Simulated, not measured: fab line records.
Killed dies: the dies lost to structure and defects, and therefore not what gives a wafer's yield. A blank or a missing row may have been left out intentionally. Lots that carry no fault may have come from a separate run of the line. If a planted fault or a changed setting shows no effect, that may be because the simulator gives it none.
Problem report in the 8D (eight disciplines) form, filled by code | flow sky130 | the parts of the form that need people (team, actions taken, sign-off) are left out

1. THE ISSUE
Mean of cathode-dc-power-W at SKY_VIA1_SPUTTER_20: 3449.4 W across 2 wafers in 2 lots; on wafers with no fault it is 4000.0 W (standard deviation 0.6). So: -99 or more standard deviations from the usual mean.
The step: material TiN, target thk 20 nm, time 80 s.
Seen first at day 38 02:36 on pvd-sputter-03, wafer L497.2. Wafers with a number at this step in the record: 36, from 12 lots. Rule for "out", or "out of limits": more than 4 standard deviations from the usual mean. Any other wafer with a number is counted as sound.

2. WHAT IT IS; WHAT IT IS NOT
question                    | is                 | is not
which readings at this step | cathode-dc-power-W | throttle-valve-pct
which lots                  | L497, L501         | L486, L487, L488, L491, L492, L494, L499, L500, L503, L509
which wafers of those lots  | L497.2, L501.1     | L497.1, L497.6, L501.2, L501.6
read on which tools         | pvd-sputter-03     | pvd-sputter-02, pvd-sputter-04
when                        | from day 38 02:36  | up to then (20 sound wafers); but 14 sound wafers of L499, L500, L501, L503, L509 came after

3. WHAT RULES OUT EACH SUSPECT
Counting: a tool at a process step up to the reading stays a suspect if it ran every lot that is out. Sound lots after the first of them don't rule it out here, since some wafers of a struck lot are sound.
- pvd-sputter-03 at SKY_VIA1_SPUTTER_20 (material TiN, target thk 20 nm, time 80 s): kept. Ran every lot that is out, first one L497 (day 38 02:36); last sound lot up to then L491 (day 35 11:01). Out on those wafers are its own readings of cathode-dc-power-W.
Left after counting: pvd-sputter-03 at SKY_VIA1_SPUTTER_20.

4. THE CAUSE (what the simulator had put in)
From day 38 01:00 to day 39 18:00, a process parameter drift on pvd-sputter-03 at SKY_VIA1_SPUTTER_20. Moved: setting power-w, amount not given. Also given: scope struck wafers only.
Counting left only this tool.

5. THE CHAIN OF EFFECTS, in route order
Rows list readings where the struck wafers' mean (over those with a number) sits beyond 3 standard deviations from the usual. Readings are gone through only where the record gives a usual standard deviation; hours: the median, over the lots, of the time from a lot's start at the first step in this table giving one to that lot's start at this step; sigmas: the change measured in usual standard deviations.
hours | step                | reading            | usual    | on struck wafers | change | sigmas
0     | SKY_VIA1_SPUTTER_20 | cathode-dc-power-W | 4000.0 W | 3449.4           | -550.6 | -99 or more
Process steps it contains:
- SKY_VIA1_SPUTTER_20: material TiN, target thk 20 nm, time 80 s.

6. WHAT WOULD HAVE CAUGHT IT SOONER
In this record the first reading out of limits was taken at day 38 02:36, 2 hours after the fault began at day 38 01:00.
